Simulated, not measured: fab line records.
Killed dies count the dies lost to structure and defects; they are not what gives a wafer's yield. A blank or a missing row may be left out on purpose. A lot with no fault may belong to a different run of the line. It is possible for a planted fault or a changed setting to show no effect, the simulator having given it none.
Chamber matching | flow sfq_line | 4 sister chambers for SFQ_TRILAYER_I3_CMP_CMP_082 on cmp-02
The step polishes SiO2. 4 wafers are shown with their chamber, then 8 later ones without.

WAFERS WITH THEIR CHAMBER
wafer  | chamber | motor_current_A (A)
L298.1 | 0       | 9.8
L299.3 | 3       | 11.6
L299.5 | 2       | 10.2
L299.6 | 1       | 8.6

WAFERS WHOSE CHAMBER IS MISSING
wafer  | motor_current_A (A)
L300.1 | 10.3
L300.2 | 11.4
L300.6 | 8.7
L306.2 | 10.2
L306.6 | 8.8
L312.2 | 11.2
L312.5 | 10.8
L312.6 | 10.9

THE CHAMBER EACH PASSED THROUGH
wafer  | from the rows above          | in truth
L300.1 | can't be placed: 2 or 0      | 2
L300.2 | 3                            | 3
L300.6 | 1                            | 1
L306.2 | can't be placed: 2 or 0      | 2
L306.6 | 1                            | 1
L312.2 | can't be placed: 3 or 2      | 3
L312.5 | can't be placed: 2 or 3 or 0 | 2
L312.6 | can't be placed: 3 or 2 or 0 | 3
3 of 8 placed correctly. Unplaceable from these rows: 5, with the true chamber sitting among the candidates in 5. Placed wrongly: 0.
How it was worked out, from the rows above alone: a wafer's distance from a chamber is the root of the sum, over the readings, of the square of ((its reading less the chamber's mean) divided by the reading's scatter). If the next closest chamber is less than 2 further off than the closest, the wafer can't be placed; otherwise it belongs to the closest. Each chamber's mean is taken over the wafers shown for it. The scatter (one wafer shown for each chamber): square how far every hidden wafer sits from the nearest shown wafer, average those squares and take the square root.
